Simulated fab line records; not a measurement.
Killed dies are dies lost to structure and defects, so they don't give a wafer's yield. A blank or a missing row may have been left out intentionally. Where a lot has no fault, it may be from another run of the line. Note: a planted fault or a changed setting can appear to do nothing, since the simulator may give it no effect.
Matching of chambers | flow gf180mcu | 4 sister chambers for GF_V1_CMP_04 on cmp-02
The step polishes SiO2. 4 wafers are shown with their chamber, then 7 later ones without.

## EACH WAFER AND ITS CHAMBER
wafer  | chamber | motorCurrentA (A)
L569.5 | 1       | 10.0
L570.2 | 2       | 12.2
L571.2 | 0       | 11.2
L571.3 | 3       | 11.3

## WAFERS MISSING THEIR CHAMBER
wafer  | motorCurrentA (A)
L571.5 | 11.7
L582.2 | 11.8
L582.4 | 12.0
L582.5 | 11.1
L585.1 | 11.1
L585.5 | 11.4
L585.6 | 11.6

## THE CHAMBER EACH PASSED THROUGH
wafer  | from the rows above          | in truth
L571.5 | can't be placed: 3 or 0 or 2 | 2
L582.2 | can't be placed: 2 or 3 or 0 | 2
L582.4 | can't be placed: 2 or 3      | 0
L582.5 | can't be placed: 0 or 3      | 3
L585.1 | can't be placed: 0 or 3      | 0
L585.5 | can't be placed: 3 or 0      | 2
L585.6 | can't be placed: 3 or 0 or 2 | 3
Correct placement for 0 of the 7. Not placeable from these rows: 7 (in 5, the candidates include the true chamber). 0 placed wrongly.
How it was worked out, from the rows above alone: a wafer's distance from a chamber is the root of the sum, over the readings, of the square of ((its reading less the chamber's mean) divided by the reading's scatter). If the next closest chamber is less than 2 further off than the closest, the wafer can't be placed; otherwise it belongs to the closest. A chamber's mean is the mean of its shown wafers. The scatter (one wafer shown for each chamber): square how far every hidden wafer sits from the nearest shown wafer, average those squares and take the square root.
